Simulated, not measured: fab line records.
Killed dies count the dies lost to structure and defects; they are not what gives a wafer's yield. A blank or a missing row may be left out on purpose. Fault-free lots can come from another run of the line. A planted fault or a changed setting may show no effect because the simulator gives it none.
Which tool did it? | flow sky130 | 18 wafers from 6 lots sampled at 3 of the route's 708 steps

== WHAT THE GAUGES SHOWED, per wafer ==
SKY_LDD_HVP_TW_MEAS_10.
lot  | measured     | on            | LDD_HVP_TW
L735 | day 22 09:47 | film metro-04 | 460.1 462.5 459.8
L740 | day 24 10:53 | film metro-04 | 461.7 462.2 461.2
L744 | day 25 22:19 | film metro-04 | 464.1 464.4 463.9
L746 | day 26 10:34 | film metro-03 | 411.6 411.9 413.8
L750 | day 27 19:10 | film metro-01 | 459.9 460.5 459.4
L754 | day 29 04:10 | film metro-04 | 461.2 464.4 462.6

== TOOL THAT RAN EACH LOT (tool first, then ch and the chambers of the sampled wafers, then the start) ==
lot  | SKY_RES_PROTECT_STRIP_07             | SKY_LDD_HVP_IMPLANT_08
L735 | plasma asher-03 ch 0,1, day 15 23:25 | implanter-02 ch 0, day 22 09:32
L740 | plasma asher-03 ch 0,1, day 17 23:31 | implanter-01 ch 0, day 24 10:38
L744 | plasma asher-04 ch 0, day 19 11:43   | implanter-01 ch 0, day 25 22:05
L746 | plasma asher-03 ch 0, day 20 01:40   | implanter-03 ch 0, day 26 10:19
L750 | plasma asher-03 ch 0,1, day 21 08:34 | implanter-02 ch 0, day 27 18:55
L754 | plasma asher-04 ch 0,1, day 22 20:40 | implanter-02 ch 0, day 29 03:55
- SKY_RES_PROTECT_STRIP_07: strips in O2/N2.
- SKY_LDD_HVP_IMPLANT_08

== THE ANSWER, worked out from the rows above alone ==
Rule: the usual values come from the lots themselves. Put in order of their means at a reading, lots are off if they are a third of the lots or fewer, leave a main group of 4 or more, and stand apart from it by a gap of 3 or more times the standard deviation of the main group's means; of several such gaps the widest counts. Not used: any main group whose means are identical at the precision the tables above print for the reading. A lot without any number at a reading at which 4 lots or more have one is off too. The other lots that the step has rows for count as sound.
Off: L746, at SKY_LDD_HVP_TW_MEAS_10 (LDD_HVP_TW). Main group: mean 461.9, sd 1.5.
If a tool, at a process step before that reading, ran all the lots that are off and no sound lot after the first of them, it fits. Gauges at SKY_LDD_HVP_TW_MEAS_10: tried the same way as those tools. Undecided on this evidence; 2 tools fit (implanter-03 at SKY_LDD_HVP_IMPLANT_08, film metro-03 at SKY_LDD_HVP_TW_MEAS_10).

== WHAT THE SIMULATOR PUT IN ==
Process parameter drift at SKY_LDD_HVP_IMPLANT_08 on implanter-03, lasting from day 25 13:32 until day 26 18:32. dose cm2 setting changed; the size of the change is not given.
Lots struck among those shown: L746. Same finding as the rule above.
